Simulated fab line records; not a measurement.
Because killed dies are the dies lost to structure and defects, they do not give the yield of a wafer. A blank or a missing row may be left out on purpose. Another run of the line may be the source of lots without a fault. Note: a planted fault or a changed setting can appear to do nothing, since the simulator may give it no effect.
A struck lot beside a sound one | flow sky130 | 15 out of 708 route steps
Sound: the wafers L584.2, L584.3, L584.6. Struck: wafer L580.3; the same lot's L580.4 was not struck, so it is left out; see the end for the cause.
Per side, at each step with rows, come the tool, then ch with its chambers, and then its first start. Under that, the readings that differ: sound wafers | struck wafers | difference of the means | sigmas: that difference in standard deviations of wafers without a fault.
alike: readings with means less than 2 such deviations apart, plus words and numbers identical on both sides. not compared: withheld readings, readings lacking a value on some wafer, bounds such as >300 that could conceal the same value, and numbers that have no deviation in the record and whose values overlap.
A row with sigmas, a row that says differs or no value, or rows on one side alone: a step with any of these is where the two part. Numbers that don't overlap but have no deviation are shown without sigmas and don't part them. A reading that every wafer of one side lacks parts them only if that side has two wafers or more.

SKY_PWDE_STRIP_09: strips in O2/N2.
  sound on plasma asher-01 ch 0,1, day 7 16:46; struck on plasma asher-03 ch 0, day 6 21:56
  alike: drypump motor current A, n2 flow sccm, o2 flow sccm, oes product au, strip time to endpoint s
  not compared: rf hours counter h
SKY_PWDE_TW_MEAS_10:
  sound on film metro-01, day 7 16:52; struck on film metro-04, day 6 22:01
  alike: PWDE_TW
then, 7 steps without rows for these wafers: SKY_NWELL_DEHYDRATE_03 (time 60 s); SKY_NWELL_HMDS_04 (prime time 60 s); SKY_NWELL_COAT_05 (resist thk 3000 nm); SKY_NWELL_SOFTBAKE_06; SKY_NWELL_EXPOSE_07 (exposes mask NWM, target cd 840 nm); SKY_NWELL_PEB_08; SKY_NWELL_DEVELOP_09 (develop time 60 s).
SKY_NWELL_OVL_MEAS_10:
  sound on overlay-02, day 8 11:28; struck on overlay-01, day 7 15:58
  alike: NWELL_00_OVL
then, 2 steps without rows for these wafers: SKY_NWELL_IMPLANT_11; SKY_NWELL_IMPLANT_12.
SKY_NWELL_IMPLANT_13:
  sound on implanter-04 ch 0, day 8 11:50; struck on implanter-02 ch 0, day 7 16:21
  reading            | sound            | struck | difference | sigmas
  beam on s (s)      | 10.22 9.98 10.28 | 11.34  | +1.18      | +6
  faraday current uA | 3.88 3.98 3.85   | 3.48   | -0.42      | -5
SKY_NWELL_STRIP_14: strips in O2/N2.
  sound on plasma asher-02 ch 0,1, day 8 11:57; struck on plasma asher-01 ch 1, day 7 16:29
  alike: drypump motor current A, n2 flow sccm, o2 flow sccm, oes product au, strip time to endpoint s
  not compared: rf hours counter h
-- the record jumps here: 42 days lie between the struck wafers' starts before and after (it left off in module NWELL and takes up again in module PAD_OPEN, whose first step shown is number 708 of the route) --
SKY_PAD_OPEN_PROBE_99:
  sound on prober-02, day 50 03:05; struck on prober-02, day 49 09:35
  reading                                  | sound                   | struck  | difference | sigmas
  killed at front end                      | 7 17 16                 | 24      | +11        | +2
  model.etest.pfet g5v0d10v5.vt long v (V) | -0.945 -0.9322 -0.9392  | -0.9454 | -0.0066    |
  model.etest.pfet_01v8_lvt.vt sat v (V)   | -0.4511 -0.4511 -0.466  | -0.4672 | -0.0111    |
  model.etest.pfet_01v8_lvt.vt v (V)       | -0.5378 -0.5382 -0.5512 | -0.558  | -0.016     |
  alike: killed_at_M0_to_M3, killed_at_M4_up, killed at contacts, killed at other, killed dies, killed open, killed short
  not compared: model.etest.pfet g5v0d10v5.off log10 a um, model.etest.pfet_01v8_lvt.off log10 a um, model.etest.pfet g5v0d10v5.vt sat v, model.etest.pfet_16v.vt v, model.etest.pfet g5v0d10v5.vt v

== WHERE THEY PART ==
At SKY_NWELL_IMPLANT_13 first; at SKY_PAD_OPEN_PROBE_99 last (within this record only).

WHY: what the simulator had put in
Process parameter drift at SKY_NWELL_IMPLANT_13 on implanter-02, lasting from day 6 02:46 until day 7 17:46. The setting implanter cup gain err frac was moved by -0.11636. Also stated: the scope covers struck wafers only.
